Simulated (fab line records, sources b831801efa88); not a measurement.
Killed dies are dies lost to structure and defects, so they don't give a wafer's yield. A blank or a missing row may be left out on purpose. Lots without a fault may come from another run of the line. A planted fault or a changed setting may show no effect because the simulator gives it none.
A struck lot beside a sound one | flow sky130 | 30 steps out of a route of 708
Sound: wafers L808.1, L808.4, L808.6. Struck: wafers L816.1, L816.2, L816.3. The cause comes at the end.
At each step with rows: each side's tool, then ch and its chambers, then its first start. Under that, the readings that differ: sound wafers | struck wafers | difference of the means | sigmas: that difference in standard deviations of wafers without a fault.
alike: readings whose means differ by less than 2 such deviations, and words and numbers that are the same on both sides. not compared: withheld readings, readings that some wafer has no value for, bounds like >300 that may hide the same value, and numbers for which the record gives no deviation and whose values overlap.
The two part at a step that has a row with sigmas, a row that says differs or no value, or rows on one side only. Numbers that don't overlap but have no deviation are shown without sigmas and don't part them. A reading that every wafer of one side lacks parts them only if that side has two wafers or more.

first, 5 steps without rows for these wafers: SKY_SONOS_ONO_COAT_08 (resist thk 1140 nm); SKY_SONOS_ONO_SOFTBAKE_09 (time 59.1 s); SKY_SONOS_ONO_EXPOSE_10 (exposes mask ONOM, target cd 410 nm); SKY_SONOS_ONO_PEB_11; SKY_SONOS_ONO_DEVELOP_12 (develop time 60 s).
SKY_SONOS_ONO_CD_MEAS_13: target cd 410 nm.
  sound on cd_sem-02, day 12 22:21; struck on cd_sem-02, day 15 19:00
  alike: cd_nm
SKY_SONOS_ONO_OVL_MEAS_14:
  sound on overlay-02, day 12 22:28; struck on overlay-02, day 15 19:07
  alike: SONOS_ONO_OVL
SKY_SONOS_ONO_ETCH_15: etches the open film in CHF3/O2, target depth 19.52 nm, time 7.8 s.
  sound on rie_diel-03 ch 0,2, day 12 22:31; struck on rie_diel-02 ch 0,1,2, day 15 19:10
  alike: bias_w, drypump_motor_current_A, oes_product_au, throttle_valve_pct
  not compared: rf_hours_counter_h
then, 1 step without rows for these wafers: SKY_SONOS_ONO_WET_ETCH_16 (etches SiO2 in dHF, target depth 14 nm, time 280 s).
SKY_SONOS_ONO_STRIP_17: strips in O2/N2.
  sound on plasma_asher-04 ch 0,1, day 12 22:37; struck on plasma_asher-02 ch 0,1, day 15 19:16
  alike: drypump_motor_current_A, oes_product_au, strip_time_to_endpoint_s
  not compared: rf_hours_counter_h
then, 2 steps without rows for these wafers: SKY_SONOS_ONO_WET_ETCH_18 (etches Si3N4 in H3PO4, target depth 15 nm, time 172 s); SKY_GATE_OXIDE_CLEAN_00 (cleans in SC1/SC2, time 150 s).
SKY_GATE_OXIDE_OXIDATION_01: stabilise 600 s, purge 300 s, target thk 10.268 nm.
  sound on furnace-01 ch 0, day 12 22:50; struck on furnace-01 ch 0, day 15 20:38
  reading                                           | sound             | struck           | difference | sigmas
  model.SiO2_of_GATE_OXIDE_OXIDATION_01.thk_nm (nm) | 9.848 9.957 9.999 | 8.82 8.702 8.602 | -1.23      |
  alike: ox_temp_c
SKY_GATE_OXIDE_THK_MEAS_02:
  sound on film_metro-04, day 13 00:14; struck on film_metro-04, day 15 22:02
  reading                          | sound          | struck         | difference | sigmas
  GATE_OXIDE_OXIDATION_00_THK (nm) | 9.83 9.93 9.98 | 8.87 8.71 8.61 | -1.18      | -6
then, 7 steps without rows for these wafers: SKY_GATE_OXIDE_DEHYDRATE_03 (time 60 s); SKY_GATE_OXIDE_HMDS_04 (prime time 60 s); SKY_GATE_OXIDE_COAT_05 (resist thk 1140 nm); SKY_GATE_OXIDE_SOFTBAKE_06 (time 60 s); SKY_GATE_OXIDE_EXPOSE_07 (exposes mask LVOM, target cd 600 nm); SKY_GATE_OXIDE_PEB_08; SKY_GATE_OXIDE_DEVELOP_09 (develop time 60 s).
SKY_GATE_OXIDE_OVL_MEAS_10:
  sound on overlay-01, day 14 00:57; struck on overlay-02, day 17 00:58
  alike: GATE_OXIDE_OVL
then, 2 steps without rows for these wafers: SKY_GATE_OXIDE_IMPLANT_11; SKY_GATE_OXIDE_WET_ETCH_12 (etches SiO2 in dHF, target depth 16.8 nm, time 336 s).
SKY_GATE_OXIDE_STRIP_13: strips in O2/N2.
  sound on plasma_asher-03 ch 0,1, day 14 01:14; struck on plasma_asher-03 ch 0,1, day 17 01:15
  alike: drypump_motor_current_A, oes_product_au, strip_time_to_endpoint_s
  not compared: rf_hours_counter_h
SKY_GATE_OXIDE_TW_MEAS_14:
  sound on film_metro-04, day 14 01:20; struck on film_metro-04, day 17 01:21
  alike: GATE_OXIDE_TW
then, 1 step without rows for these wafers: SKY_GATE_OXIDE_CLEAN_15 (cleans in SC1/SC2, time 150 s).
SKY_GATE_OXIDE_OXIDATION_16: stabilise 600 s, purge 300 s, target thk 3.57 nm.
  sound on furnace-01 ch 0, day 14 05:15; struck on furnace-02 ch 0, day 17 03:01
  reading                                           | sound             | struck            | difference | sigmas
  model.SiO2_of_GATE_OXIDE_OXIDATION_01.thk_nm (nm) | 11.22 11.36 11.34 | 10.28 10.19 10.06 | -1.13      |
  alike: ox_temp_c, ramp_up_c_per_min
then, 1 step without rows for these wafers: SKY_POLY_GATE_CVD_00 (deposits poly-Si, target thk 180 nm, time 720 s).
-- the record jumps here: 31 days lie between the struck wafers' starts before and after (it left off in module POLY_GATE and takes up again in module PAD_OPEN, whose first step shown is number 708 of the route) --
SKY_PAD_OPEN_PROBE_99:
  sound on prober-02, day 46 00:04; struck on prober-01, day 48 09:01
  reading                                | sound                         | struck                        | difference | sigmas
  model.etest.nfet_16v.r_on_ohm_um       | 1.371e+04 1.396e+04 1.392e+04 | 1.342e+04 1.321e+04 1.332e+04 | -5.467e+02 |
  model.etest.pfet_g5v0d10v5.r_on_ohm_um | 4619 4650 4680                | 4450 4417 4403                | -226       |
  model.etest.tip_sonos.rs_ohm_sq        | 2601 2628 2636                | 2367 2331 2317                | -283       |
  model.etest.nfet_g5v0d10v5.r_on_ohm_um | 1867 1857 1855                | 1773 1762 1750                | -98        |
  model.etest.nfet_g5v0d10v5.drive_ua_um | 625.6 616.4 619.1             | 672.9 680.2 686.5             | +59.5      |
  model.etest.nfet_05v0_nvt.drive_ua_um  | 591 587.3 583.7               | 638.2 643.4 648.3             | +56.0      |
  model.etest.pfet_g5v0d10v5.drive_ua_um | 357.3 351.6 352.9             | 373 375 381.9                 | +23        |
  alike: killed_at_M0_to_M3, killed_at_M4_up, killed_at_contacts, killed_at_front_end, killed_at_other, killed_dies, killed_on_rim, killed_open, killed_short
  not compared: model.etest.pfet_16v.r_on_ohm_um

WHERE THEY PART
Only at SKY_GATE_OXIDE_THK_MEAS_02, within this record. Later steps at which nothing parts them and some readings are alike: SKY_GATE_OXIDE_OVL_MEAS_10, SKY_GATE_OXIDE_STRIP_13, SKY_GATE_OXIDE_TW_MEAS_14, SKY_GATE_OXIDE_OXIDATION_16, SKY_PAD_OPEN_PROBE_99.

WHY: what the simulator had put in
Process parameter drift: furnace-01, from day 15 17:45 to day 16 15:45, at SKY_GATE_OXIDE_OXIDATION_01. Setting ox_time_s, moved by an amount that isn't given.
